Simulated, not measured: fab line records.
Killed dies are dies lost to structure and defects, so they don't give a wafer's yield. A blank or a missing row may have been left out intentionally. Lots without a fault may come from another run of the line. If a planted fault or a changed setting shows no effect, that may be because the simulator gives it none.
Split-lot study ; flow sfq_line ; 23 wafers read across 5 lots, on a route 325 steps long

== ABOUT THE SPLIT ==
At SFQ_TRILAYER_C5_LITHO_COAT_156 (resist thk 62 nm), the setting resist_thk_nm was moved away from the recipe's 62 nm on 11 of the 23 wafers read, by -2.5% to +3.1%. All remaining wafers had this setting at the recipe value.

The split's own step is where the reading is taken.

== THE READING ==
BARC_of_TRILAYER_C5_LITHO_COAT_156.thk_nm (the simulator's own value, which no gauge read), in nm, at SFQ_TRILAYER_C5_LITHO_COAT_156 (resist thk 62 nm). The file gives no usual value for it. Across the 12 wafers here that went through the recipe, the average is 62.04 nm and the standard deviation 0.2 nm.

wafer;tool, chamber at the split;resist_thk_nm as run, nm;against the recipe;BARC_of_TRILAYER_C5_LITHO_COAT_156.thk_nm, nm;against lot-mates on the recipe
L076.1;litho_track-02, 0;62;recipe;62.45;-
L076.2;litho_track-02, 0;63.91;+3.1%;64.25;+1.83
L076.4;litho_track-02, 0;62;recipe;62.39;-
L076.5;litho_track-02, 0;63.91;+3.1%;64.36;+1.94
L076.6;litho_track-02, 0;63.91;+3.1%;64.45;+2.03
L078.1;litho_track-03, 0;63.66;+2.7%;63.83;+1.67
L078.2;litho_track-03, 0;62;recipe;62.23;-
L078.3;litho_track-03, 0;63.66;+2.7%;63.73;+1.57
L078.4;litho_track-03, 0;62;recipe;62.08;-
L078.5;litho_track-03, 0;63.66;+2.7%;63.66;+1.50
L079.1;litho_track-03, 0;63.15;+1.9%;63.17;+1.25
L079.2;litho_track-03, 0;62;recipe;61.91;-
L079.3;litho_track-03, 0;62;recipe;61.94;-
L079.4;litho_track-03, 0;63.15;+1.9%;63.02;+1.10
L079.5;litho_track-03, 0;63.15;+1.9%;62.85;+0.93
L080.2;litho_track-04, 0;62;recipe;61.88;-
L080.3;litho_track-04, 0;62;recipe;61.9;-
L080.6;litho_track-04, 0;62;recipe;62;-
L081.1;litho_track-03, 0;60.43;-2.5%;60.39;-1.50
L081.2;litho_track-03, 0;60.43;-2.5%;60.23;-1.66
L081.3;litho_track-03, 0;62;recipe;61.94;-
L081.6;litho_track-03, 0;62;recipe;61.94;-
L081.4;litho_track-03, 0;62;recipe;61.79;-

FIT RESULTS
A straight line over all 23 wafers: BARC_of_TRILAYER_C5_LITHO_COAT_156.thk_nm changes by +0.679 nm for each +1% of resist_thk_nm; r = +0.98; the points scatter about the line by 0.22 nm.
The same after taking each lot's own level away (the mean of its wafers on the recipe; 23 wafers): +0.613 nm for each +1%; r = +1.00; scatter 0.087 nm.
Per that fit: largest resist_thk_nm move, reading shift of 1.9 nm.
Measured against the standard deviation above, the lots' own levels, which go from 61.890 to 62.420 nm, span 2.6 times it.
Hence the slope depends on the lot-to-lot level, as the two fits are not the same.
Check: for one of the wafers moved furthest among these (+3.1%), held out of the fit, the line's prediction against its lot-mates is +1.89 nm. Against them it came out at +1.83 nm.

== THESE WAFERS: OTHER SPLITS ==
Before the reading, these wafers also passed through other splits. Each is held against what the fit with the lots' levels taken away leaves over:
other split on the same wafers;wafers away from the commonest value;r with BARC_of_TRILAYER_C5_LITHO_COAT_156.thk_nm (lot level and that fit taken away)
SFQ_TRILAYER_JJ_CE_LITHO_COAT_114 resist_thk_nm;10;+0.09
SFQ_TRILAYER_JJ_CE_ETCH_RIE_118 pressure_mtorr;15;+0.10
SFQ_TRILAYER_M5_LITHO_EXPOSE_124 dose_mj;10;-0.19
SFQ_TRILAYER_R5_LITHO_COAT_136 spin_rpm;7;+0.12
SFQ_TRILAYER_I5_LITHO_COAT_144 spin_rpm;7;+0.38

== THE FILE'S OWN FIT ==
BARC_of_TRILAYER_C5_LITHO_COAT_156.thk_nm changes by +0.612 nm for each +1% of resist_thk_nm, r = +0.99.
